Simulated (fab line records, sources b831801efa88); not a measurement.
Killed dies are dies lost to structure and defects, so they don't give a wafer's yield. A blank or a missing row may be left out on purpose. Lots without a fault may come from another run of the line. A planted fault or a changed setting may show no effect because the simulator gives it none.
Which tool did it? | flow sky130 | 12 lots, 36 wafers sampled, at 5 steps of a route of 708

WHAT THE GAUGES READ, wafer by wafer
The record holds no reading of a measuring or inspecting step that can be judged against a usual standard deviation.

WHICH TOOL RAN EACH LOT (tool, then ch and the chambers of the sampled wafers, then the start)
lot  | SKY_VT_ADJUST_NCORE_STRIP_10         | SKY_VT_ADJUST_HVTR_STRIP_10          | SKY_VT_ADJUST_PCH_STRIP_09           | SKY_SONOS_TUNNEL_IMPLANT_09     | SKY_PAD_OPEN_PROBE_99
L592 | plasma_asher-04 ch 0,1, day 8 23:18  | plasma_asher-01 ch 0, day 9 21:37    | plasma_asher-04 ch 0,1, day 10 20:37 | implanter-02 ch 0, day 11 19:45 | prober-02, day 46 20:13
L594 | plasma_asher-03 ch 0,1, day 9 11:16  | plasma_asher-04 ch 0,1, day 10 09:55 | plasma_asher-04 ch 0,1, day 11 09:09 | implanter-02 ch 0, day 12 09:37 | prober-01, day 47 02:17
L595 | plasma_asher-04 ch 0,1, day 9 18:39  | plasma_asher-04 ch 0,1, day 10 17:57 | plasma_asher-03 ch 0,1, day 11 16:48 | implanter-04 ch 0, day 12 16:37 | prober-01, day 47 15:44
L596 | plasma_asher-01 ch 0,1, day 10 04:08 | plasma_asher-01 ch 0, day 11 02:31   | plasma_asher-04 ch 0,1, day 12 02:54 | implanter-02 ch 0, day 13 03:39 | prober-02, day 47 23:20
L600 | plasma_asher-03 ch 0,1, day 11 05:07 | plasma_asher-04 ch 0,1, day 12 06:09 | plasma_asher-04 ch 0,1, day 13 07:18 | implanter-01 ch 0, day 14 09:18 | prober-02, day 48 18:51
L605 | plasma_asher-03 ch 0,1, day 12 12:47 | plasma_asher-04 ch 0,1, day 13 13:37 | plasma_asher-03 ch 0,1, day 14 15:39 | implanter-02 ch 0, day 15 19:22 | prober-01, day 49 19:35
L606 | plasma_asher-01 ch 0,1, day 12 23:55 | plasma_asher-04 ch 0,1, day 14 02:32 | plasma_asher-02 ch 0,1, day 15 04:26 | implanter-02 ch 0, day 16 09:24 | prober-02, day 50 02:55
L609 | plasma_asher-01 ch 0,1, day 13 20:39 | plasma_asher-04 ch 0,1, day 14 23:21 | plasma_asher-03 ch 0,1, day 16 03:12 | implanter-02 ch 0, day 17 07:46 | prober-01, day 50 20:39
L610 | plasma_asher-03 ch 0,1, day 13 23:44 | plasma_asher-01 ch 0,1, day 15 01:55 | plasma_asher-03 ch 0,1, day 16 05:49 | implanter-02 ch 0, day 17 10:52 | prober-02, day 50 22:02
L611 | plasma_asher-03 ch 0,1, day 14 07:15 | plasma_asher-02 ch 0,1, day 15 09:46 | plasma_asher-02 ch 0, day 16 14:32   | implanter-02 ch 0, day 17 19:45 | prober-01, day 51 00:35
L614 | plasma_asher-01 ch 0,1, day 15 06:25 | plasma_asher-02 ch 0,1, day 16 10:32 | plasma_asher-04 ch 0,1, day 17 16:04 | implanter-01 ch 0, day 18 22:13 | prober-02, day 51 13:44
L615 | plasma_asher-03 ch 1, day 15 09:25   | plasma_asher-04 ch 0,1, day 16 13:40 | plasma_asher-04 ch 0,1, day 17 18:21 | implanter-02 ch 0, day 19 00:45 | prober-02, day 51 14:53
- SKY_VT_ADJUST_NCORE_STRIP_10: strips in O2/N2.
- SKY_VT_ADJUST_HVTR_STRIP_10: strips in O2/N2.
- SKY_VT_ADJUST_PCH_STRIP_09: strips in O2/N2.
- SKY_SONOS_TUNNEL_IMPLANT_09
- SKY_PAD_OPEN_PROBE_99

WHAT THE TOOLS THEMSELVES READ (means of the sampled wafers that have a number; where no wafer has one, the mark that the record gives instead)
SKY_VT_ADJUST_NCORE_STRIP_10.
lot  | tool            | drypump_motor_current_A (A) | n2_flow_sccm (sccm) | oes_product_au (a.u.) | strip_time_to_endpoint_s (s)
L592 | plasma_asher-04 | 6.0                         | 300.2               | 0.717                 | 14.14
L594 | plasma_asher-03 | 5.2                         | 300.5               | 0.715                 | 14.12
L595 | plasma_asher-04 | 5.8                         | 300.1               | 0.718                 | 14.19
L596 | plasma_asher-01 | 5.6                         | 300.1               | 0.719                 | 14.18
L600 | plasma_asher-03 | 5.3                         | 299.7               | 0.717                 | 14.14
L605 | plasma_asher-03 | 5.2                         | 299.5               | 0.713                 | 14.11
L606 | plasma_asher-01 | 5.6                         | 300.6               | 0.716                 | 14.18
L609 | plasma_asher-01 | 5.6                         | 298.7               | 0.713                 | 14.13
L610 | plasma_asher-03 | 5.3                         | 300.7               | 0.716                 | 14.17
L611 | plasma_asher-03 | 5.3                         | 299.6               | 0.714                 | 14.13
L614 | plasma_asher-01 | 5.6                         | 298.9               | 0.716                 | 14.16
L615 | plasma_asher-03 | 5.2                         | 299.8               | 0.715                 | 14.06

SKY_VT_ADJUST_HVTR_STRIP_10.
lot  | tool            | drypump_motor_current_A (A) | n2_flow_sccm (sccm) | oes_product_au (a.u.) | strip_time_to_endpoint_s (s)
L592 | plasma_asher-01 | 5.2                         | 299.1               | 0.724                 | 13.95
L594 | plasma_asher-04 | 6.1                         | 299.9               | 0.719                 | 14.01
L595 | plasma_asher-04 | 6.0                         | 299.8               | 0.726                 | 13.98
L596 | plasma_asher-01 | 5.2                         | 298.7               | 0.722                 | 14.04
L600 | plasma_asher-04 | 6.0                         | 299.4               | 0.727                 | 13.98
L605 | plasma_asher-04 | 5.8                         | 300.2               | 0.726                 | 13.96
L606 | plasma_asher-04 | 6.1                         | 299.9               | 0.720                 | 14.00
L609 | plasma_asher-04 | 6.0                         | 299.9               | 0.720                 | 13.97
L610 | plasma_asher-01 | 5.6                         | 299.5               | 0.721                 | 13.99
L611 | plasma_asher-02 | 5.8                         | 299.6               | 0.723                 | 13.95
L614 | plasma_asher-02 | 5.9                         | 299.5               | 0.721                 | 13.96
L615 | plasma_asher-04 | 6.1                         | 300.0               | 0.721                 | 13.91

SKY_VT_ADJUST_PCH_STRIP_09.
lot  | tool            | drypump_motor_current_A (A) | n2_flow_sccm (sccm) | oes_product_au (a.u.) | strip_time_to_endpoint_s (s)
L592 | plasma_asher-04 | 6.1                         | 300.1               | 0.715                 | 36.86
L594 | plasma_asher-04 | 6.0                         | 299.8               | 0.723                 | 37.03
L595 | plasma_asher-03 | 5.2                         | 299.9               | 0.723                 | 37.01
L596 | plasma_asher-04 | 5.8                         | 301.2               | 0.722                 | 37.03
L600 | plasma_asher-04 | 6.1                         | 300.0               | 0.721                 | 36.76
L605 | plasma_asher-03 | 5.3                         | 299.6               | 0.725                 | 37.10
L606 | plasma_asher-02 | 5.8                         | 299.8               | 0.724                 | 36.84
L609 | plasma_asher-03 | 5.3                         | 300.2               | 0.722                 | 36.95
L610 | plasma_asher-03 | 5.2                         | 299.1               | 0.720                 | 36.91
L611 | plasma_asher-02 | 5.6                         | 298.4               | 0.725                 | 36.69
L614 | plasma_asher-04 | 5.8                         | 299.2               | 0.723                 | 36.94
L615 | plasma_asher-04 | 6.1                         | 300.8               | 0.719                 | 36.86

SKY_SONOS_TUNNEL_IMPLANT_09.
lot  | tool         | beam_energy_keV | faraday_current_uA
L592 | implanter-02 | 20.002          | 5.62
L594 | implanter-02 | 20.448          | 5.55
L595 | implanter-04 | 19.998          | 5.60
L596 | implanter-02 | 20.448          | 5.58
L600 | implanter-01 | 19.995          | 5.67
L605 | implanter-02 | 19.999          | 5.50
L606 | implanter-02 | 20.000          | 5.72
L609 | implanter-02 | 19.995          | 5.60
L610 | implanter-02 | 20.004          | 5.62
L611 | implanter-02 | 19.990          | 5.59
L614 | implanter-01 | 19.991          | 5.54
L615 | implanter-02 | 20.003          | 5.59

SKY_PAD_OPEN_PROBE_99.
lot  | tool      | killed_at_M0_to_M3 | killed_at_M4_up | killed_at_contacts | killed_at_front_end | killed_at_other | killed_dies | killed_open | killed_short
L592 | prober-02 | 44                 | 4.0             | 21                 | 11                  | 0.3             | 80          | 42          | 39
L594 | prober-01 | 40                 | 4.3             | 19                 | 12                  | 0.3             | 76          | 41          | 34
L595 | prober-01 | 45                 | 3.0             | 29                 | 15                  | 0.7             | 93          | 50          | 43
L596 | prober-02 | 49                 | 3.7             | 25                 | 14                  | 0.0             | 91          | 52          | 40
L600 | prober-02 | 44                 | 4.3             | 23                 | 16                  | 0.3             | 88          | 49          | 38
L605 | prober-01 | 43                 | 3.7             | 24                 | 10                  | 1.0             | 81          | 47          | 34
L606 | prober-02 | 52                 | 4.3             | 26                 | 13                  | 0.7             | 96          | 58          | 37
L609 | prober-01 | 40                 | 2.7             | 33                 | 12                  | 0.7             | 88          | 52          | 36
L610 | prober-02 | 45                 | 4.3             | 27                 | 11                  | 0.0             | 88          | 54          | 34
L611 | prober-01 | 45                 | 1.7             | 30                 | 15                  | 0.3             | 91          | 53          | 38
L614 | prober-02 | 47                 | 6.0             | 22                 | 15                  | 0.3             | 90          | 47          | 43
L615 | prober-02 | 44                 | 1.0             | 24                 | 12                  | 0.0             | 81          | 45          | 34

THE ANSWER, worked out from the rows above alone
Rule: what is usual is taken from the lots themselves. Put in order of their means at a reading, lots are off if they are a third of the lots or fewer, leave a main group of 4 or more, and stand apart from it by a gap of 3 or more times the standard deviation of the main group's means; of several such gaps the widest counts. A main group whose means are all the same, to the digits that the tables above print for the reading, isn't used. A lot without any number at a reading at which 4 lots or more have one is off too. The other lots that the step has rows for count as sound. The gauges are gone through in route order, then the tools' own readings, and for those a lot's mean is taken as printed above. The first step at which some lot is off is used, and at that step the reading that is off furthest; a lot without a number counts as furthest.
Off: L594, L596, at SKY_SONOS_TUNNEL_IMPLANT_09 (beam_energy_keV). The main group: mean 19.998, standard deviation 0.0046.
A tool fits if, at that step or a process step before it, it ran every lot that is off, and no sound lot after the first of them. None of those tried fits.

WHAT THE SIMULATOR HAD PUT IN
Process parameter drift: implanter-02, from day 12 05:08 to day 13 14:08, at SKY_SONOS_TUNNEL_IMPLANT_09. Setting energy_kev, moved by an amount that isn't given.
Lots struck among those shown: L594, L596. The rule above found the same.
